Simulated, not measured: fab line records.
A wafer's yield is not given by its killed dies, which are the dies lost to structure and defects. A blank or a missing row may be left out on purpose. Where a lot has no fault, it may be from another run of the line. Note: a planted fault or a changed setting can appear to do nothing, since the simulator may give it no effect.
Comparing a struck lot with a sound one	flow sky130	28 steps out of a route of 708
Sound: wafers L889.2, L889.5, L889.6. Struck: wafer L898.5. (L898.1 of the same lot was not struck and is left out.) The cause comes at the end.
For every step that has rows: the tool of each side, followed by ch and its chambers, followed by its first start. Under that, the readings that differ: sound wafers	struck wafers	difference of the means	sigmas: that difference in standard deviations of wafers without a fault.
alike: a reading whose means differ by less than 2 such deviations, as well as words and numbers matching on both sides. not compared: withheld readings; readings where some wafer has no value; bounds like >300 that might hide an equal value; numbers whose values overlap and for which the record gives no deviation.
Wherever a step has rows on one side only, a row that says differs or no value, or a row with sigmas, the two part there. Non-overlapping numbers with no deviation appear without sigmas and do not part them. Lack of a reading on every wafer of one side parts them only where that side has two or more wafers.

first, 1 step without rows for these wafers: SKY_VIA4_ETCH_12 (etches SiO2 in C4F8/O2/Ar, stops on TiN, target depth 580 nm).
SKY_VIA4_STRIP_13: strips in O2/N2.
  sound on plasma_asher-01 ch 0,1, day 43 20:11; struck on plasma_asher-04 ch 0, day 46 18:39
reading	sound	struck	difference	sigmas
drypump_motor_current_A (A)	6.21 6.21 5.91	5.76	-0.35	-2
  alike: oes_product_au, strip_time_to_endpoint_s
  not compared: rf_hours_counter_h
then, 3 steps without rows for these wafers: SKY_VIA4_STRIP_14 (strips in post etch residue remover, time 1200 s); SKY_VIA4_CLEAN_15 (cleans in IPA, time 180 s); SKY_VIA4_CLEAN_16 (cleans in O3/DIW).
SKY_VIA4_SPUTTER_17: material TiN, target thk 20 nm, time 80 s.
  sound on pvd_sputter-02 at day 43 20:54; struck on pvd_sputter-04 at day 46 19:14
  alike: chamber_pressure_pa, throttle_valve_pct
then, 1 step without rows for these wafers: SKY_VIA4_CVD_18 (deposits W, target thk 505 nm, time 152.14 s).
SKY_VIA4_RS_MEAS_19: a four-point-probe measurement.
  sound on film_metro-01 at day 43 21:08; struck on film_metro-01 at day 46 19:36
  alike: VIA4_W_RS
SKY_VIA4_THK_MEAS_20: measures by xrf.
  sound on film_metro-01 at day 43 21:14; struck on film_metro-01 at day 46 19:43
  alike: VIA4_W_THK
then, 1 step without rows for these wafers: SKY_VIA4_CMP_21 (polishes, stops on SiO2, t overpolish 25 s, target thk 0 nm).
SKY_METAL5_SPUTTER_00: material Ti, target thk 15 nm, time 10 s.
  sound on pvd_sputter-03 at day 43 21:35; struck on pvd_sputter-02 at day 46 20:05
  alike: chamber_pressure_pa, throttle_valve_pct
SKY_METAL5_SPUTTER_01: material TiN, target thk 20 nm, time 16.7 s.
  sound on pvd_sputter-03 at day 43 21:37; struck on pvd_sputter-02 at day 46 20:06
  alike: chamber_pressure_pa, throttle_valve_pct
SKY_METAL5_SPUTTER_02: material AlCu, target thk 1150 nm, time 61.2 s.
  sound on pvd_sputter-03 at day 43 21:38; struck on pvd_sputter-02 at day 46 20:08
reading	sound	struck	difference	sigmas
model.AlCu_of_METAL5_SPUTTER_02.thk_nm (nm)	1128 1126 1148	1090	-44	
  alike: chamber_pressure_pa, throttle_valve_pct
then, 1 step without rows for these wafers: SKY_METAL5_SPUTTER_03 (material Ti, target thk 5 nm, time 3.3 s).
SKY_METAL5_SPUTTER_04: material TiN, target thk 70 nm, time 58.3 s.
  sound on pvd_sputter-03 at day 43 21:43; struck on pvd_sputter-02 at day 46 20:12
  alike: chamber_pressure_pa, throttle_valve_pct
SKY_METAL5_RS_MEAS_05: a four-point-probe measurement.
  sound on film_metro-02 at day 43 21:47; struck on film_metro-04 at day 46 20:15
reading	sound	struck	difference	sigmas
METAL5_ALCU_RS (ohm/sq)	0.0276 0.0276 0.0271	0.0285	+0.0011	+3
SKY_METAL5_THK_MEAS_06: measures by xrf.
  sound on film_metro-02 at day 43 21:53; struck on film_metro-04 at day 46 20:22
reading	sound	struck	difference	sigmas
METAL5_ALCU_THK (nm)	1127 1121 1146	1089	-42	-3
then, 8 steps without rows for these wafers: SKY_METAL5_DEHYDRATE_07 (time 60 s); SKY_METAL5_HMDS_08 (prime time 60 s); SKY_METAL5_COAT_09 (resist thk 1800 nm); SKY_METAL5_SOFTBAKE_10 (time 60 s); SKY_METAL5_EXPOSE_11 (exposes mask MM5, target cd 1600 nm); SKY_METAL5_PEB_12; SKY_METAL5_DEVELOP_13 (develop time 60 s); SKY_METAL5_DESCUM_14 (chemistry O2, time 11 s).
SKY_METAL5_METAL_ETCH_15: etches the open film in Cl2/BCl3, stops on SiO2, target depth 1260 nm, time 252 s.
  sound on rie_metal-02 ch 0,1, day 44 19:38; struck on rie_metal-03 ch 0, day 47 15:47
reading	sound	struck	difference	sigmas
oes_product_au (a.u.)	0.890 0.895 0.892	0.882	-0.010	-2
model.METAL5.feature_depth_nm (nm)	1258 1257 1258	1221	-37	
model.etch.depth_nm (nm)	1258 1257 1258	1221	-37	
  alike: drypump_motor_current_A, rf_fwd_power_W, throttle_valve_pct
  not compared: rf_hours_counter_h
then, 1 step without rows for these wafers: SKY_METAL5_STRIP_16 (strips in O2/N2).
SKY_PAD_OPEN_PROBE_99:
  sound on prober-01 at day 46 18:20; struck on prober-02 at day 49 07:56
reading	sound	struck	difference	sigmas
killed_at_M0_to_M3	40 45 30	54	+16	+2
model.etest.met5.rs_ohm_sq	0.02762 0.02746 0.0272	0.02855	+0.00112	
model.etest.met5.line_ohm_um	0.0173 0.01722 0.017	0.01779	+0.00062	
  alike: defect_limited_yield, killed_at_M4_up, killed_at_contacts, killed_at_front_end, killed_at_other, killed_dies, killed_open, killed_short, sort_bin_3_pad_short, sort_bin_5_function, sort_bin_6_memory, sort_n_pass, sort_yield_pct

WHERE THEY PART
Last at SKY_PAD_OPEN_PROBE_99 as far as this record goes, first at SKY_VIA4_STRIP_13.

WHY: what the simulator had put in
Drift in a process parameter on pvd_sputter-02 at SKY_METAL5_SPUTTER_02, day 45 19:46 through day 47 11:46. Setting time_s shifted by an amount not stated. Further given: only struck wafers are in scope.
